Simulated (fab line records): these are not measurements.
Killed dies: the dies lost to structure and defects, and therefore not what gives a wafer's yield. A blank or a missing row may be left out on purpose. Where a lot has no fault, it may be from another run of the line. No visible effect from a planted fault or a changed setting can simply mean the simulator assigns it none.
Struck lot and sound lot, side by side || flow sky130 || 17 out of 708 route steps
Sound: wafers L285.1, L285.2, L285.5. Struck: wafer L290.5 (L290.1, L290.6, from the same lot, were not struck and are left out); the cause is given at the end.
Each step with rows lists, per side, the tool, then ch with its chambers, then its first start. Under that, the readings that differ: sound wafers || struck wafers || difference of the means || sigmas: that difference in standard deviations of wafers without a fault.
alike: a reading whose means differ by less than 2 such deviations, as well as words and numbers matching on both sides. not compared: withheld readings; readings where some wafer has no value; bounds like >300 that might hide an equal value; numbers whose values overlap and for which the record gives no deviation.
Wherever a step has rows on one side only, a row that says differs or no value, or a row with sigmas, the two part there. Non-overlapping numbers with no deviation appear without sigmas and do not part them. Lack of a reading on every wafer of one side parts them only where that side has two or more wafers.

first, 5 steps without rows for these wafers: SKY_VIA4_COAT_06 (resist thk 1140 nm); SKY_VIA4_SOFTBAKE_07 (time 60 s); SKY_VIA4_EXPOSE_08 (exposes mask VIM4, target cd 800 nm); SKY_VIA4_PEB_09; SKY_VIA4_DEVELOP_10 (develop time 60 s).
SKY_VIA4_OVL_MEAS_11:
  sound on overlay-02 at day 44 16:25; struck on overlay-01 at day 46 00:42
  alike: VIA4_OVL
SKY_VIA4_ETCH_12: etches SiO2 in C4F8/O2/Ar, stops on TiN, target depth 580 nm.
  sound on rie-diel-01 ch 0,2, day 44 16:28; struck on rie-diel-01 ch 0, day 46 00:44
  alike: chamber-pressure-mTorr, oes-product-au
SKY_VIA4_STRIP_13: strips in O2/N2.
  sound on plasma-asher-04 ch 0,1, day 44 16:32; struck on plasma-asher-03 ch 0, day 46 00:49
  alike: chamber-pressure-mTorr, drypump-motor-current-A, oes-product-au, strip-time-to-endpoint-s
  not compared: rf-hours-counter-h
then, 3 steps without rows for these wafers: SKY_VIA4_STRIP_14 (strips in post etch residue remover, time 1200 s); SKY_VIA4_CLEAN_15 (cleans in IPA, time 180 s); SKY_VIA4_CLEAN_16 (cleans in O3/DIW).
SKY_VIA4_SPUTTER_17: material TiN, target thk 20 nm, time 80 s.
  sound on pvd-sputter-03 at day 44 17:07; struck on pvd-sputter-03 at day 46 01:24
  alike: throttle-valve-pct
SKY_VIA4_CVD_18: deposits W, target thk 505 nm, time 152.14 s.
  sound on cvd-w-02 ch 0,1, day 44 17:11; struck on cvd-w-02 ch 0, day 46 01:28
{"reading": "susceptor-temp-C (C)", "sound": "400.46 399.88 400.22", "struck": 397.34, "difference": -2.85, "sigmas": -12}
{"reading": "model.W_of_VIA4_CVD_18.thk-nm (nm)", "sound": "504.2 512.2 517.2", "struck": 486.5, "difference": -24.7, "sigmas": ""}
  alike: heater-power-w
SKY_VIA4_RS_MEAS_19: measurement is done with a four-point probe.
  sound on film-metro-02 at day 44 17:20; struck on film-metro-02 at day 46 01:37
{"reading": "VIA4_W_RS (ohm/sq)", "sound": "0.2275 0.2237 0.2213", "struck": 0.2351, "difference": "+0.0109", "sigmas": "+4"}
SKY_VIA4_THK_MEAS_20: measures by xrf.
  sound on film-metro-02 at day 44 17:28; struck on film-metro-02 at day 46 01:44
{"reading": "VIA4_W_THK (nm)", "sound": "484 494 495", "struck": 466, "difference": -25, "sigmas": -4}
SKY_VIA4_CMP_21: polishes, stops on SiO2, t overpolish 25 s, target thk 0 nm.
  sound on cmp-02 ch 1,3, day 44 17:38; struck on cmp-01 ch 1, day 46 04:24
  alike: edge-zone-pressure-frac, motor-current-A, overpolish-run-s, slurry-filter-dp-kPa, time-to-endpoint-s
SKY_PAD_OPEN_PROBE_99:
  sound wafers here have rows in the record (prober-02, day 47 10:14); struck ones have none

WHERE THEY PART
Last at SKY_PAD_OPEN_PROBE_99 as far as this record goes, first at SKY_VIA4_CVD_18.

WHY: whatever the simulator had introduced
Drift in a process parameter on cvd-w-02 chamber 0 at SKY_VIA4_CVD_18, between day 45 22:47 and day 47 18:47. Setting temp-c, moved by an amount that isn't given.
